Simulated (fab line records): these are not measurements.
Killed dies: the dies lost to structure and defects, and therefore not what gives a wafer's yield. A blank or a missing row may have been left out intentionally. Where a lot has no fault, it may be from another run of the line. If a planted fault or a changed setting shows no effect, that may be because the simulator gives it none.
Which tool is to blame? :: flow gf180mcu :: 42 wafers from 14 lots sampled at 3 of the route's 602 steps

WHAT THE GAUGES READ, wafer by wafer
GF_PSD_CD_MEAS_07: target cd 400 nm.
lot: L827
measured: day 14 13:41
on: cd-sem-02
cd-nm (nm): 398 397 396

lot: L828
measured: day 14 15:46
on: cd-sem-02
cd-nm (nm): 403 403 402

lot: L829
measured: day 15 00:50
on: cd-sem-01
cd-nm (nm): 401 399 399

lot: L836
measured: day 17 18:53
on: cd-sem-02
cd-nm (nm): 402 404 403

lot: L837
measured: day 18 03:22
on: cd-sem-01
cd-nm (nm): 402 405 404

lot: L838
measured: day 18 13:49
on: cd-sem-02
cd-nm (nm): 397 396 398

lot: L840
measured: day 18 20:34
on: cd-sem-02
cd-nm (nm): 404 402 404

lot: L841
measured: day 19 14:48
on: cd-sem-01
cd-nm (nm): 399 400 397

lot: L844
measured: day 20 05:23
on: cd-sem-01
cd-nm (nm): 401 401 398

lot: L846
measured: day 20 13:29
on: cd-sem-01
cd-nm (nm): 397 399 396

lot: L847
measured: day 21 01:11
on: cd-sem-02
cd-nm (nm): 399 400 399

lot: L848
measured: day 21 12:32
on: cd-sem-02
cd-nm (nm): 403 403 403

lot: L849
measured: day 21 17:16
on: cd-sem-02
cd-nm (nm): 400 398 398

lot: L850
measured: day 22 01:55
on: cd-sem-02
cd-nm (nm): 403 404 403

TOOL THAT RAN EACH LOT (tool first, then ch and the chambers of the sampled wafers, then the start)
lot: L827
GF_LVPWELL_IMPLANT_09: implanter-04 ch 0, day 4 02:29
GF_VT_IMPLANT_STRIP_31: plasma-asher-02 ch 0,1, day 7 05:50

lot: L828
GF_LVPWELL_IMPLANT_09: implanter-01 ch 0, day 4 06:01
GF_VT_IMPLANT_STRIP_31: plasma-asher-03 ch 0,1, day 7 08:14

lot: L829
GF_LVPWELL_IMPLANT_09: implanter-01 ch 0, day 4 07:11
GF_VT_IMPLANT_STRIP_31: plasma-asher-03 ch 0,1, day 7 09:33

lot: L836
GF_LVPWELL_IMPLANT_09: implanter-04 ch 0, day 6 04:26
GF_VT_IMPLANT_STRIP_31: plasma-asher-04 ch 0,1, day 9 14:20

lot: L837
GF_LVPWELL_IMPLANT_09: implanter-04 ch 0, day 6 10:17
GF_VT_IMPLANT_STRIP_31: plasma-asher-04 ch 0,1, day 9 19:57

lot: L838
GF_LVPWELL_IMPLANT_09: implanter-01 ch 0, day 6 14:47
GF_VT_IMPLANT_STRIP_31: plasma-asher-02 ch 0,1, day 10 00:15

lot: L840
GF_LVPWELL_IMPLANT_09: implanter-01 ch 0, day 7 01:11
GF_VT_IMPLANT_STRIP_31: plasma-asher-02 ch 0,1, day 10 13:59

lot: L841
GF_LVPWELL_IMPLANT_09: implanter-02 ch 0, day 7 09:38
GF_VT_IMPLANT_STRIP_31: plasma-asher-02 ch 0,1, day 10 23:23

lot: L844
GF_LVPWELL_IMPLANT_09: implanter-02 ch 0, day 8 00:20
GF_VT_IMPLANT_STRIP_31: plasma-asher-03 ch 0,1, day 11 14:32

lot: L846
GF_LVPWELL_IMPLANT_09: implanter-02 ch 0, day 8 07:19
GF_VT_IMPLANT_STRIP_31: plasma-asher-04 ch 0,1, day 11 23:21

lot: L847
GF_LVPWELL_IMPLANT_09: implanter-02 ch 0, day 8 13:18
GF_VT_IMPLANT_STRIP_31: plasma-asher-03 ch 0,1, day 12 05:47

lot: L848
GF_LVPWELL_IMPLANT_09: implanter-02 ch 0, day 8 19:59
GF_VT_IMPLANT_STRIP_31: plasma-asher-03 ch 0,1, day 12 14:33

lot: L849
GF_LVPWELL_IMPLANT_09: implanter-01 ch 0, day 9 01:23
GF_VT_IMPLANT_STRIP_31: plasma-asher-02 ch 0,1, day 12 20:02

lot: L850
GF_LVPWELL_IMPLANT_09: implanter-04 ch 0, day 9 04:34
GF_VT_IMPLANT_STRIP_31: plasma-asher-03 ch 0,1, day 13 00:13
- GF_LVPWELL_IMPLANT_09
- GF_VT_IMPLANT_STRIP_31: strips in O2/N2.

WHAT THE TOOLS THEMSELVES READ (means of the sampled wafers that have a number; where no wafer has one, the mark that the record gives instead)
GF_LVPWELL_IMPLANT_09.
lot: L827
tool: implanter-04
beam-energy-keV: 59.990

lot: L828
tool: implanter-01
beam-energy-keV: 60.002

lot: L829
tool: implanter-01
beam-energy-keV: 60.033

lot: L836
tool: implanter-04
beam-energy-keV: 55.197

lot: L837
tool: implanter-04
beam-energy-keV: 55.180

lot: L838
tool: implanter-01
beam-energy-keV: 59.988

lot: L840
tool: implanter-01
beam-energy-keV: 59.994

lot: L841
tool: implanter-02
beam-energy-keV: 60.004

lot: L844
tool: implanter-02
beam-energy-keV: 60.006

lot: L846
tool: implanter-02
beam-energy-keV: 59.985

lot: L847
tool: implanter-02
beam-energy-keV: 59.979

lot: L848
tool: implanter-02
beam-energy-keV: 60.003

lot: L849
tool: implanter-01
beam-energy-keV: 60.011

lot: L850
tool: implanter-04
beam-energy-keV: 59.996

GF_VT_IMPLANT_STRIP_31.
lot: L827
tool: plasma-asher-02
drypump-motor-current-A (A): 5.8
heater-power-w (W): 359
n2-flow-sccm (sccm): 299.2
oes-product-au (a.u.): 0.716
strip-time-to-endpoint-s (s): 12.63

lot: L828
tool: plasma-asher-03
drypump-motor-current-A (A): 6.0
heater-power-w (W): 252
n2-flow-sccm (sccm): 299.1
oes-product-au (a.u.): 0.715
strip-time-to-endpoint-s (s): 12.64

lot: L829
tool: plasma-asher-03
drypump-motor-current-A (A): 6.0
heater-power-w (W): 253
n2-flow-sccm (sccm): 299.8
oes-product-au (a.u.): 0.720
strip-time-to-endpoint-s (s): 12.63

lot: L836
tool: plasma-asher-04
drypump-motor-current-A (A): 5.8
heater-power-w (W): 321
n2-flow-sccm (sccm): 300.1
oes-product-au (a.u.): 0.716
strip-time-to-endpoint-s (s): 12.72

lot: L837
tool: plasma-asher-04
drypump-motor-current-A (A): 5.6
heater-power-w (W): 341
n2-flow-sccm (sccm): 300.3
oes-product-au (a.u.): 0.715
strip-time-to-endpoint-s (s): 12.61

lot: L838
tool: plasma-asher-02
drypump-motor-current-A (A): 5.9
heater-power-w (W): 359
n2-flow-sccm (sccm): 300.0
oes-product-au (a.u.): 0.716
strip-time-to-endpoint-s (s): 12.61

lot: L840
tool: plasma-asher-02
drypump-motor-current-A (A): 5.8
heater-power-w (W): 352
n2-flow-sccm (sccm): 299.1
oes-product-au (a.u.): 0.716
strip-time-to-endpoint-s (s): 12.65

lot: L841
tool: plasma-asher-02
drypump-motor-current-A (A): 5.8
heater-power-w (W): 348
n2-flow-sccm (sccm): 299.5
oes-product-au (a.u.): 0.714
strip-time-to-endpoint-s (s): 12.62

lot: L844
tool: plasma-asher-03
drypump-motor-current-A (A): 6.0
heater-power-w (W): 255
n2-flow-sccm (sccm): 299.7
oes-product-au (a.u.): 0.715
strip-time-to-endpoint-s (s): 12.64

lot: L846
tool: plasma-asher-04
drypump-motor-current-A (A): 5.6
heater-power-w (W): 340
n2-flow-sccm (sccm): 299.1
oes-product-au (a.u.): 0.713
strip-time-to-endpoint-s (s): 12.67

lot: L847
tool: plasma-asher-03
drypump-motor-current-A (A): 6.0
heater-power-w (W): 254
n2-flow-sccm (sccm): 301.4
oes-product-au (a.u.): 0.714
strip-time-to-endpoint-s (s): 12.63

lot: L848
tool: plasma-asher-03
drypump-motor-current-A (A): 6.0
heater-power-w (W): 250
n2-flow-sccm (sccm): 299.1
oes-product-au (a.u.): 0.718
strip-time-to-endpoint-s (s): 12.64

lot: L849
tool: plasma-asher-02
drypump-motor-current-A (A): 5.8
heater-power-w (W): 354
n2-flow-sccm (sccm): 299.5
oes-product-au (a.u.): 0.716
strip-time-to-endpoint-s (s): 12.57

lot: L850
tool: plasma-asher-03
drypump-motor-current-A (A): 5.7
heater-power-w (W): 271
n2-flow-sccm (sccm): 299.9
oes-product-au (a.u.): 0.713
strip-time-to-endpoint-s (s): 12.63

THE ANSWER, worked out from the rows above alone
Rule: the usual values come from the lots themselves. Put in order of their means at a reading, lots are off if they are a third of the lots or fewer, leave a main group of 4 or more, and stand apart from it by a gap of 3 or more times the standard deviation of the main group's means; of several such gaps the widest counts. The tables above print the reading to a certain number of digits; a main group whose means all agree to those digits is not used. A lot without any number at a reading at which 4 lots or more have one is off too. The other lots that the step has rows for count as sound. Order of review: gauges by route order, followed by the tools' own readings, for which a lot's mean as printed above is used. The first step at which some lot is off is used, and at that step the reading that is off furthest; a lot without a number counts as furthest.
Off: L836, L837, at GF_LVPWELL_IMPLANT_09 (beam-energy-keV). Main group: mean 59.999, sd 0.014.
If a tool, at that step or one of the process steps before it, ran each lot that is off and ran no sound lot following the first of them, it fits. No candidate that was tried fits.

WHAT WAS PUT IN BY THE SIMULATOR
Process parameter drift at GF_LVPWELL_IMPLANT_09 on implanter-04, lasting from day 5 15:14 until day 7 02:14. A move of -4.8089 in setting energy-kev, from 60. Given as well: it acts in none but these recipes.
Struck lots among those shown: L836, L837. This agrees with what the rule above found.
